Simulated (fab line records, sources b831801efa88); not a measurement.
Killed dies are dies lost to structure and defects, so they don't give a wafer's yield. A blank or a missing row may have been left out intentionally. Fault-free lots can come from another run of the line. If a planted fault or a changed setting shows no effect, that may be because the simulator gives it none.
Which of the tools did it?    flow sky130    33 wafers from 11 lots sampled at 3 of the route's 708 steps

WHAT THE GAUGES SHOWED, per wafer
SKY_FIELD_ISO_CD_MEAS_13: the cd target is 150 nm. Usual: cdNm reads 149.9 nm (standard deviation 1.8).
lot   measured     on        cdNm (nm)                            flag
L193  day 2 14:55  cdSem-01  147.7 149.2 149.1                    
L194  day 3 01:41  cdSem-01  149.5 151.2 149.3                    
L195  day 3 02:02  cdSem-01  148.2 150.2 149.7                    
L197  day 3 11:33  cdSem-01  149.9 150.0 150.6                    
L198  day 3 19:32  cdSem-01  129.4 130.8 128.7 129.0 131.3 128.3  OFF
L199  day 3 22:20  cdSem-02  128.0 128.4 128.8 128.0 128.2 128.5  OFF
L200  day 4 02:46  cdSem-02  129.4 130.0 130.4 129.0 130.2 130.5  OFF
L201  day 4 09:11  cdSem-02  137.0 137.5 137.6 137.1 137.3 137.5  OFF
L205  day 5 06:32  cdSem-02  149.8 148.0 148.8                    
L209  day 6 08:10  cdSem-01  152.3 153.0 152.2                    
L212  day 6 18:18  cdSem-02  150.5 150.9 152.1                    

SKY_VT_ADJUST_HVTP_OVL_MEAS_08. Usual: VT_ADJUST_HVTP_OVL typically reads 1.2 nm, with standard deviation 1.3.
lot   measured      on          VT_ADJUST_HVTP_OVL (nm)  flag
L193  day 6 15:26   overlay-01  3.7 1.9 3.6              
L194  day 7 04:53   overlay-01  2.0 1.2 1.8              
L195  day 7 05:14   overlay-02  -0.7 -0.9 -1.2           
L197  day 7 16:20   overlay-02  3.6 1.3 4.1              
L198  day 7 23:53   overlay-02  0.8 3.1 2.3              
L199  day 8 04:14   overlay-01  3.0 1.2 1.4              
L200  day 8 11:59   overlay-02  1.5 -0.1 2.9             
L201  day 8 19:47   overlay-01  2.1 0.3 1.3              
L205  day 9 20:02   overlay-01  -0.5 2.0 2.8             
L209  day 11 06:52  overlay-01  0.7 2.7 3.4              
L212  day 11 15:40  overlay-02  -0.4 1.6 1.5             

WHICH TOOL RAN EACH LOT (tool, then ch and the chambers of the sampled wafers, then the start)
lot   SKY_FIELD_ISO_EXPOSE_10
L193  krfScanner-02 ch 0, day 2 07:38
L194  krfScanner-01 ch 0, day 2 18:35
L195  krfScanner-02 ch 0, day 2 18:53
L197  krfScanner-02 ch 0, day 3 03:22
L198  krfScanner-02 ch 0, day 3 11:41
L199  krfScanner-02 ch 0, day 3 14:22
L200  krfScanner-02 ch 0, day 3 18:22
L201  krfScanner-02 ch 0, day 4 01:14
L205  krfScanner-01 ch 0, day 4 22:28
L209  krfScanner-01 ch 0, day 5 22:47
L212  krfScanner-01 ch 0, day 6 08:44
- SKY_FIELD_ISO_EXPOSE_10: exposes mask FOM, target cd 150 nm.

WHAT THE TOOLS THEMSELVES READ (means of the sampled wafers that have a number; where no wafer has one, the mark that the record gives instead)
SKY_FIELD_ISO_EXPOSE_10. Usual: exposureDoseMJCm2 reads 28.40 (standard deviation 0.085).
lot   tool           exposureDoseMJCm2  flag
L193  krfScanner-02  28.43              
L194  krfScanner-01  28.25              
L195  krfScanner-02  28.45              
L197  krfScanner-02  28.45              
L198  krfScanner-02  31.66              OFF
L199  krfScanner-02  31.65              OFF
L200  krfScanner-02  31.66              OFF
L201  krfScanner-02  30.47              OFF
L205  krfScanner-01  28.26              
L209  krfScanner-01  28.24              
L212  krfScanner-01  28.32              

THE ANSWER, worked out from the rows above alone
Rule: a lot counts as off when the mean over its wafers that have a number is more than 3 standard deviations away from the usual mean. Also off: a lot with no number at a reading for which 4 or more lots have one. All remaining lots with rows at the step are treated as sound. First the gauges in route order, then the tools' own readings, where a lot's mean is used as printed above. At the first step where some lot is off, the reading lying furthest off is the one used; lots without a number count as furthest.
Off: L198, L199, L200, L201 (SKY_FIELD_ISO_CD_MEAS_13, cdNm).
A tool fits if, at a process step before that reading, it ran every lot that is off, and no sound lot after the first of them. The gauges at SKY_FIELD_ISO_CD_MEAS_13 aren't tried: what is off there is off at SKY_FIELD_ISO_EXPOSE_10 too, on other tools, and a gauge's error can't cause that. One candidate fits, namely krfScanner-02 at SKY_FIELD_ISO_EXPOSE_10. A fault onset in the window from L197 (day 3 03:22, its last sound lot) to L198 (day 3 11:41, its first lot off) fits.
The tool's own readings at SKY_FIELD_ISO_EXPOSE_10 bear it out: on the lots that are off they differ by more than 5 times the standard deviation of the sound lots' means. exposureDoseMJCm2 reads 31.36 there against 28.34 on the sound lots.

WHAT HAD BEEN PUT IN BY THE SIMULATOR
Drift in process parameters on krfScanner-02 at SKY_FIELD_ISO_EXPOSE_10, starting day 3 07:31. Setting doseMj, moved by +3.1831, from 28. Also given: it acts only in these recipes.
Lots struck among those shown: L198, L199, L200, L201. The same result came from the rule above.
